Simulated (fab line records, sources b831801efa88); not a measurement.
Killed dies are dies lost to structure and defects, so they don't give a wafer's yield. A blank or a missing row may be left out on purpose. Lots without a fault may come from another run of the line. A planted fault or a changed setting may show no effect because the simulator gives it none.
Chamber matching | flow sky130 | SKY_VIA1_CMP_24 on cmp-02: 4 sister chambers
The step polishes, stops on SiO2, t overpolish 15 s, target thk 0 nm. 14 wafers are shown with their chamber, then 7 later ones without.

WAFERS WITH THEIR CHAMBER
wafer  | chamber | time_to_endpoint_s (s) | motor_current_A (A) | overpolish_run_s (s)
L594.1 | 0       | 68                     | 10.6                | 14.993
L594.3 | 3       | 59                     | 11.0                | 15.021
L594.6 | 3       | 59                     | 11.2                | 15.009
L595.1 | 1       | 65                     | 10.7                | 14.999
L595.4 | 0       | 68                     | 11.1                | 15.004
L595.5 | 3       | 61                     | 10.8                | 15.003
L596.1 | 1       | 61                     | 11.4                | 14.990
L596.2 | 3       | 58                     | 10.6                | 15.008
L596.4 | 2       | 59                     | 11.4                | 14.997
L600.1 | 0       | 66                     | 10.8                | 15.007
L600.2 | 3       | 61                     | 11.1                | 14.989
L600.6 | 0       | 65                     | 11.1                | 14.985
L611.2 | 3       | 61                     | 10.8                | 15.003
L611.4 | 0       | 65                     | 10.4                | 14.990

SIGNATURES (means of the wafers above)
reading            | chamber 0 | chamber 1 | chamber 2 | chamber 3 | scatter within a chamber
time_to_endpoint_s | 66.40     | 63.00     | 59.00     | 59.83     | 1.61
motor_current_A    | 10.800    | 11.050    | 11.400    | 10.917    | 0.296
overpolish_run_s   | 14.99580  | 14.99450  | 14.99700  | 15.00550  | 0.00967
Rule: a wafer's distance from a chamber is the root of the sum, over the readings, of the square of ((its reading less the chamber's mean) divided by the reading's scatter). The wafer belongs to the nearest chamber; if the next one is less than 2 further off, it can't be placed. The scatter: the root of (the sum of the squares of (reading less its chamber's mean) over the shown wafers, divided by (wafers less chambers)).

WAFERS WITHOUT THEIR CHAMBER
wafer  | time_to_endpoint_s (s) | motor_current_A (A) | overpolish_run_s (s)
L611.6 | 61                     | 11.0                | 14.998
L613.2 | 71                     | 10.3                | 14.997
L613.3 | 64                     | 10.5                | 15.006
L613.5 | 64                     | 11.4                | 14.980
L614.1 | 64                     | 11.6                | 14.998
L614.4 | 63                     | 10.4                | 14.995
L614.5 | 68                     | 10.6                | 15.006

WHICH CHAMBER EACH WENT THROUGH
wafer  | from the rows above               | in truth
L611.6 | can't be placed: 3 or 1 or 2      | 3
L613.2 | 0                                 | 0
L613.3 | can't be placed: 0 or 1 or 3      | 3
L613.5 | can't be placed: 1 or 0 or 2      | 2
L614.1 | can't be placed: 1 or 0 or 2 or 3 | 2
L614.4 | can't be placed: 1 or 0 or 3 or 2 | 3
L614.5 | 0                                 | 0
Placed correctly: 2 of 7. Can't be placed from these rows: 5 (the true chamber is among the candidates in 5). Placed wrongly: 0.
